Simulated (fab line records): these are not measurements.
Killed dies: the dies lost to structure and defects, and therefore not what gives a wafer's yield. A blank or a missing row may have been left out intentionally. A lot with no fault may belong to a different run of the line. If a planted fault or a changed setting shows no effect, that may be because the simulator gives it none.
Chamber matching | flow gf180mcu | cmp-02 running GF_CONTACT_CMP_04: 4 sister chambers
The step polishes SiO2. 4 wafers are shown with their chamber, then 7 later ones without.

WAFERS PAIRED WITH THEIR CHAMBERS
wafer  | chamber | motorCurrentA (A)
L755.1 | 3       | 12.3
L771.3 | 2       | 14.9
L773.2 | 0       | 13.6
L773.3 | 1       | 10.0

WAFERS MISSING THEIR CHAMBER
wafer  | motorCurrentA (A)
L773.4 | 14.8
L775.1 | 10.2
L775.5 | 10.2
L775.6 | 15.0
L776.2 | 15.0
L776.3 | 10.1
L776.5 | 12.0

THE CHAMBER EACH PASSED THROUGH
wafer  | from the rows above | in truth
L773.4 | 2                   | 2
L775.1 | 1                   | 1
L775.5 | 1                   | 1
L775.6 | 2                   | 2
L776.2 | 2                   | 2
L776.3 | 1                   | 1
L776.5 | 3                   | 3
Correct placement for 7 of the 7. Can't be placed from these rows: 0. Placed wrongly: 0.
How it was worked out, from the rows above alone: a wafer's distance from a chamber is the root of the sum, over the readings, of the square of ((its reading less the chamber's mean) divided by the reading's scatter). The wafer belongs to the nearest chamber; if the next one is less than 2 further off, it can't be placed. For every chamber, the mean is computed from those of its wafers that are shown. The scatter: with one shown wafer a chamber, the root of the mean of the squares of how far each hidden wafer lies from its nearest shown one.
